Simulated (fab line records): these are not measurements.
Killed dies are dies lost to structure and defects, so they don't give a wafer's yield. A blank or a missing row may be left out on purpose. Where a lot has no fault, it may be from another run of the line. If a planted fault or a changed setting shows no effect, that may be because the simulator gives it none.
The tool behind it: which one?	flow gf180mcu	13 lots with 39 wafers sampled at 5 steps, on a route of 602 steps

## WHAT THE GAUGES READ, wafer by wafer
GF_STI_BOW_MEAS_00.
lot	measured	on	INCOMING_BOW (um)
L306	day 1 10:00	filmMetro-04	-6 -3 8
L307	day 1 15:01	filmMetro-01	7 7 6
L309	day 2 01:00	filmMetro-01	-2 -1 10
L311	day 2 11:01	filmMetro-01	7 2 8
L312	day 2 16:02	filmMetro-04	-1 -7 -7
L313	day 2 21:02	filmMetro-04	-4 -4 5
L314	day 3 02:01	filmMetro-03	-11 -1 12
L315	day 3 07:01	filmMetro-03	-11 -2 -6
L317	day 3 17:00	filmMetro-03	0 -7 6
L318	day 3 22:02	filmMetro-03	8 -4 -13
L327	day 5 19:00	filmMetro-01	5 3 -2
L328	day 6 00:02	filmMetro-03	-17 7 13
L329	day 6 05:00	filmMetro-04	0 5 -6

GF_MVSD_TW_MEAS_11.
lot	measured	on	MVSD_TW
L306	day 4 21:05	filmMetro-02	1569 1563 1553
L307	day 5 05:15	filmMetro-02	1545 1534 1546
L309	day 5 09:11	filmMetro-02	1554 1549 1546
L311	day 5 14:23	filmMetro-03	1583 1581 1580
L312	day 6 00:37	filmMetro-04	1578 1581 1587
L313	day 6 05:58	filmMetro-02	1544 1556 1552
L314	day 6 09:18	filmMetro-03	1570 1577 1573
L315	day 6 14:21	filmMetro-03	1567 1572 1571
L317	day 7 02:41	filmMetro-03	1587 1580 1574
L318	day 7 08:47	filmMetro-03	30 30 30
L327	day 9 15:41	filmMetro-03	1577 1586 1584
L328	day 9 17:42	filmMetro-02	1557 1573 1555
L329	day 9 22:32	filmMetro-03	1588 1592 1583

GF_VT_IMPLANT_TW_MEAS_32.
lot	measured	on	VT_IMPLANT_3_TW
L306	day 7 08:53	filmMetro-01	268.6 268.9 270.0
L307	day 7 17:21	filmMetro-02	263.1 262.0 262.7
L309	day 7 21:40	filmMetro-04	268.7 270.3 268.6
L311	day 8 03:06	filmMetro-01	269.1 268.1 268.7
L312	day 8 14:31	filmMetro-02	262.8 264.4 264.3
L313	day 8 21:07	filmMetro-01	267.8 270.1 268.8
L314	day 9 00:27	filmMetro-01	266.8 266.8 268.9
L315	day 9 06:56	filmMetro-04	269.9 268.3 268.6
L317	day 9 21:02	filmMetro-04	269.7 268.8 268.7
L318	day 10 03:31	filmMetro-01	267.6 267.3 267.4
L327	day 12 18:49	filmMetro-04	271.1 270.6 270.2
L328	day 12 20:06	filmMetro-01	271.5 271.2 270.6
L329	day 13 03:20	filmMetro-02	264.9 264.9 264.2

## WHAT TOOL EACH LOT RAN ON (gives the tool, then ch and the chambers of the sampled wafers, and finally the start)
lot	GF_LVPWELL_STRIP_10	GF_MVSD_STRIP_10
L306	plasmaAsher-04 ch 0,1, day 4 07:23	plasmaAsher-02 ch 0,1, day 4 20:59
L307	plasmaAsher-03 ch 0,1, day 4 15:38	plasmaAsher-04 ch 0,1, day 5 05:08
L309	plasmaAsher-03 ch 1, day 4 18:56	plasmaAsher-02 ch 0,1, day 5 09:05
L311	plasmaAsher-04 ch 0, day 4 23:44	plasmaAsher-04 ch 0,1, day 5 14:16
L312	plasmaAsher-03 ch 0,1, day 5 09:34	plasmaAsher-02 ch 0,1, day 6 00:31
L313	plasmaAsher-03 ch 0,1, day 5 14:40	plasmaAsher-04 ch 0,1, day 6 05:52
L314	plasmaAsher-03 ch 0, day 5 18:17	plasmaAsher-02 ch 0, day 6 09:11
L315	plasmaAsher-04 ch 0,1, day 5 22:56	plasmaAsher-02 ch 0,1, day 6 14:14
L317	plasmaAsher-04 ch 0,1, day 6 11:44	plasmaAsher-01 ch 0,1, day 7 02:35
L318	plasmaAsher-03 ch 0,1, day 6 17:07	plasmaAsher-02 ch 0,1, day 7 08:43
L327	plasmaAsher-03 ch 0,1, day 8 22:22	plasmaAsher-02 ch 0,1, day 9 15:35
L328	plasmaAsher-01 ch 0,1, day 9 00:16	plasmaAsher-02 ch 0,1, day 9 17:35
L329	plasmaAsher-04 ch 0,1, day 9 04:52	plasmaAsher-02 ch 0, day 9 22:26
- GF_LVPWELL_STRIP_10: strips in O2/N2.
- GF_MVSD_STRIP_10: strips in O2/N2.

## WHAT THE TOOLS THEMSELVES READ (means of the sampled wafers that have a number; where no wafer has one, the mark that the record gives instead)
GF_LVPWELL_STRIP_10.
lot	tool	drypumpMotorCurrentA (A)	heaterPowerW (W)	oesProductAu (a.u.)	stripTimeToEndpointS (s)
L306	plasmaAsher-04	5.5	295	0.726	36.91
L307	plasmaAsher-03	6.2	328	0.725	36.89
L309	plasmaAsher-03	6.0	330	0.718	37.09
L311	plasmaAsher-04	6.1	319	0.721	37.04
L312	plasmaAsher-03	6.2	331	0.724	36.90
L313	plasmaAsher-03	6.3	330	0.724	36.98
L314	plasmaAsher-03	6.5	336	0.724	37.13
L315	plasmaAsher-04	5.8	304	0.728	37.00
L317	plasmaAsher-04	5.4	299	0.724	36.94
L318	plasmaAsher-03	6.2	329	0.936	-
L327	plasmaAsher-03	6.2	330	0.721	37.10
L328	plasmaAsher-01	5.7	324	0.725	37.00
L329	plasmaAsher-04	5.8	307	0.720	37.03

GF_MVSD_STRIP_10.
lot	tool	drypumpMotorCurrentA (A)	heaterPowerW (W)	oesProductAu (a.u.)	stripTimeToEndpointS (s)
L306	plasmaAsher-02	5.8	346	0.722	36.92
L307	plasmaAsher-04	5.8	301	0.724	36.87
L309	plasmaAsher-02	5.9	337	0.727	36.85
L311	plasmaAsher-04	5.8	304	0.723	36.95
L312	plasmaAsher-02	5.8	330	0.724	37.01
L313	plasmaAsher-04	5.4	295	0.719	36.81
L314	plasmaAsher-02	6.0	309	0.722	36.89
L315	plasmaAsher-02	5.8	323	0.722	36.91
L317	plasmaAsher-01	5.7	319	0.723	36.93
L318	plasmaAsher-02	5.9	323	0.732	58.83
L327	plasmaAsher-02	5.9	318	0.726	37.11
L328	plasmaAsher-02	5.8	337	0.722	36.94
L329	plasmaAsher-02	6.0	310	0.723	36.88

## THE ANSWER, worked out from the rows above alone
Rule: what is usual is taken from the lots themselves. The widest of any qualifying gaps counts: lots, ordered by their means at a reading, are off when they make up no more than a third of the lots, leave a main group of 4 or more, and stand apart from it by 3 or more times the standard deviation of that group's means. A main group is skipped when, at the precision printed for the reading in the tables above, its means are all equal. Also off: a lot with no number at a reading for which 4 or more lots have one. The other lots that the step has rows for count as sound. After the gauges, taken in route order, come the tools' own readings; for these a lot's mean is taken, as printed above. The first step at which some lot is off is used, and at that step the reading that is off furthest; a lot without a number counts as furthest.
Off: at GF_MVSD_TW_MEAS_11 (MVSD_TW), L318. Mean 1569 and standard deviation 15 in the main group.
A tool fits if, at a process step before that reading, it ran every lot that is off, and no sound lot after the first of them. The gauges at GF_MVSD_TW_MEAS_11 aren't tried: what is off there is off at GF_LVPWELL_STRIP_10 too, on other tools, and a gauge's error can't cause that. Not one of the candidates tried fits.

## WHAT THE SIMULATOR HAD INSERTED
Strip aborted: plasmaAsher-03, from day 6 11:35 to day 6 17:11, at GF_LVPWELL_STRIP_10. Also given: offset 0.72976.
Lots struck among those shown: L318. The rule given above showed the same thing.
